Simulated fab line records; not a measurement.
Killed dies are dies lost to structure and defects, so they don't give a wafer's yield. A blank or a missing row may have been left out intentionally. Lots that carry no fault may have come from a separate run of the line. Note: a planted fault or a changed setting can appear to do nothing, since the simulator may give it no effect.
Which of the tools did it?    flow sfq line    42 wafers from 14 lots sampled at 5 of the route's 325 steps

## WHAT THE GAUGES SHOWED, per wafer
SFQ_L0V_OVL_MEAS_903.
lot   measured      on          L0V_OVL (nm)
L177  day 4 23:55   overlay-02  -10 -8 -7
L179  day 5 14:19   overlay-02  5 7 -2
L181  day 6 01:13   overlay-01  -3 -2 1
L184  day 6 16:50   overlay-01  3 -2 -3
L185  day 7 01:06   overlay-01  -5 0 -4
L186  day 7 07:06   overlay-01  -6 -7 -2
L187  day 7 16:41   overlay-02  5 -2 8
L188  day 7 17:54   overlay-02  -2 8 7
L189  day 7 23:46   overlay-02  -3 -11 5
L190  day 8 05:47   overlay-01  -4 -5 -3
L191  day 8 12:56   overlay-02  -10 -5 -3
L198  day 10 07:41  overlay-02  -6 -5 -12
L199  day 10 12:29  overlay-02  8 -1 -5
L200  day 10 18:29  overlay-02  3 2 -5

SFQ_M6_RS_MEAS_938: measurement is done with a four-point probe.
lot   measured      on             M6_NB_RS (ohm/sq)
L177  day 61 22:28  film metro-01  0.887 0.916 0.896
L179  day 62 05:11  film metro-01  0.885 0.877 0.870
L181  day 62 16:38  film metro-03  0.891 0.884 0.894
L184  day 65 04:45  film metro-03  0.891 0.887 0.891
L185  day 65 11:55  film metro-02  0.879 0.869 0.869
L186  day 65 13:14  film metro-01  0.889 0.891 0.882
L187  day 65 14:32  film metro-03  0.886 0.877 0.882
L188  day 71 13:10  film metro-03  0.902 0.889 0.900
L189  day 72 01:26  film metro-02  0.885 0.881 0.891
L190  day 76 23:58  film metro-01  0.897 0.884 0.902
L191  day 77 08:38  film metro-03  0.888 0.894 0.897
L198  day 80 02:20  film metro-01  0.902 0.896 0.894
L199  day 80 12:32  film metro-03  0.908 0.897 0.901
L200  day 80 13:09  film metro-01  0.876 0.875 0.874

## EACH LOT AND THE TOOL THAT RAN IT (in order: tool; ch and the chambers of the sampled wafers; start)
lot   SFQ_TRILAYER_I1_DEP_PECVD_045    SFQ_TRILAYER_I1_CMP_CMP_046    SFQ_TRILAYER_JJ_TRILAYER_DEP_SPUTTER_110
L177  pecvd-04 ch 0,1, day 14 12:46    cmp-02 ch 1,2,3, day 14 13:26  pvd sputter-03, day 37 03:43
L179  pecvd-03 ch 0,2, day 15 07:32    cmp-01 ch 0,2,3, day 15 07:37  pvd sputter-05, day 43 11:27
L181  pecvd-03 ch 0,2, day 16 00:46    cmp-02 ch 0,1, day 16 00:50    pvd sputter-03, day 43 13:51
L184  pecvd-03 ch 0,1,2, day 17 20:25  cmp-02 ch 0,3, day 17 20:53    pvd sputter-05, day 52 09:56
L185  pecvd-01 ch 0,1, day 18 04:53    cmp-01 ch 0,2,3, day 18 09:10  pvd sputter-06, day 52 17:08
L186  pecvd-03 ch 0,1,2, day 18 16:54  cmp-01 ch 0,1, day 18 20:59    pvd sputter-03, day 52 23:08
L187  pecvd-03 ch 0,1,2, day 19 08:29  cmp-01 ch 1,2, day 19 09:29    pvd sputter-03, day 53 08:44
L188  pecvd-03 ch 1,2, day 19 12:07    cmp-01 ch 1,2, day 19 14:59    pvd sputter-03, day 53 17:11
L189  pecvd-01 ch 1,2, day 19 14:31    cmp-01 ch 0,1,2, day 19 17:59  pvd sputter-05, day 53 18:23
L190  pecvd-03 ch 1,2, day 19 20:29    cmp-01 ch 0,2,3, day 20 00:29  pvd sputter-03, day 54 08:47
L191  pecvd-04 ch 0,1,2, day 20 01:17  cmp-01 ch 0,1, day 20 02:59    pvd sputter-06, day 54 21:53
L198  pecvd-01 ch 0,1,2, day 22 18:38  cmp-02 ch 0,1, day 22 22:29    pvd sputter-06, day 57 17:05
L199  pecvd-03 ch 0,2, day 23 06:13    cmp-01 ch 0,1,2, day 23 07:16  pvd sputter-05, day 58 04:38
L200  pecvd-01 ch 0,1,2, day 23 15:50  cmp-01 ch 0,3, day 23 15:55    pvd sputter-06, day 58 08:14
- SFQ_TRILAYER_I1_DEP_PECVD_045: deposits SiO2 from SiH4/N2O, time 111.11 s, target thk 500 nm.
- SFQ_TRILAYER_I1_CMP_CMP_046: polishes SiO2.
- SFQ_TRILAYER_JJ_TRILAYER_DEP_SPUTTER_110: material Al, target thk 8 nm, time 10 s.

## AS READ BY THE TOOLS THEMSELVES (means over the sampled wafers that have a number; for cases with no such wafer, the mark the record gives instead)
SFQ_TRILAYER_I1_DEP_PECVD_045.
lot   tool      heater power w (W)  run length s (s)  throttle valve pct (%)
L177  pecvd-04  89                  138.6             25.6
L179  pecvd-03  80                  139.2             23.1
L181  pecvd-03  87                  139.3             23.1
L184  pecvd-03  82                  138.8             23.3
L185  pecvd-01  97                  138.9             23.1
L186  pecvd-03  90                  138.9             23.4
L187  pecvd-03  85                  139.2             23.5
L188  pecvd-03  98                  149.0             24.2
L189  pecvd-01  78                  139.0             23.1
L190  pecvd-03  93                  148.8             24.2
L191  pecvd-04  98                  139.4             26.4
L198  pecvd-01  87                  139.6             23.2
L199  pecvd-03  105                 138.7             24.5
L200  pecvd-01  89                  139.1             23.3

SFQ_TRILAYER_I1_CMP_CMP_046.
lot   tool    motor current A (A)  slurry flow ml min  time to endpoint s (s)
L177  cmp-02  10.1                 150.2               217
L179  cmp-01  10.3                 150.2               211
L181  cmp-02  10.0                 150.5               215
L184  cmp-02  11.1                 150.0               225
L185  cmp-01  9.7                  150.3               213
L186  cmp-01  10.1                 150.0               225
L187  cmp-01  10.8                 150.0               214
L188  cmp-01  10.7                 149.8               243
L189  cmp-01  10.3                 150.4               221
L190  cmp-01  10.1                 149.7               240
L191  cmp-01  9.3                  149.7               214
L198  cmp-02  9.7                  149.9               214
L199  cmp-01  10.2                 149.6               212
L200  cmp-01  9.7                  150.1               220

SFQ_TRILAYER_JJ_TRILAYER_DEP_SPUTTER_110.
lot   tool            throttle valve pct (%)
L177  pvd sputter-03  29.0
L179  pvd sputter-05  29.5
L181  pvd sputter-03  29.9
L184  pvd sputter-05  28.8
L185  pvd sputter-06  29.4
L186  pvd sputter-03  30.0
L187  pvd sputter-03  29.2
L188  pvd sputter-03  29.8
L189  pvd sputter-05  29.3
L190  pvd sputter-03  29.7
L191  pvd sputter-06  29.7
L198  pvd sputter-06  29.2
L199  pvd sputter-05  28.9
L200  pvd sputter-06  28.4

## THE ANSWER, worked out from the rows above alone
Rule: what is usual is taken from the lots themselves. Put in order of their means at a reading, lots are off if they are a third of the lots or fewer, leave a main group of 4 or more, and stand apart from it by a gap of 3 or more times the standard deviation of the main group's means; of several such gaps the widest counts. A main group is skipped when, at the precision printed for the reading in the tables above, its means are all equal. Also off: a lot with no number at a reading for which 4 or more lots have one. The other lots that the step has rows for count as sound. The gauges are gone through in route order, then the tools' own readings, and for those a lot's mean is taken as printed above. The first step at which some lot is off is used, and at that step the reading that is off furthest; a lot without a number counts as furthest.
Off at SFQ_TRILAYER_I1_DEP_PECVD_045 (run length s): L188, L190. Main group: mean 139.1 s, sd 0.28.
If a tool, at that step or one of the process steps before it, ran each lot that is off and ran no sound lot following the first of them, it fits. Not one of the candidates tried fits.

## WHAT HAD BEEN PUT IN BY THE SIMULATOR
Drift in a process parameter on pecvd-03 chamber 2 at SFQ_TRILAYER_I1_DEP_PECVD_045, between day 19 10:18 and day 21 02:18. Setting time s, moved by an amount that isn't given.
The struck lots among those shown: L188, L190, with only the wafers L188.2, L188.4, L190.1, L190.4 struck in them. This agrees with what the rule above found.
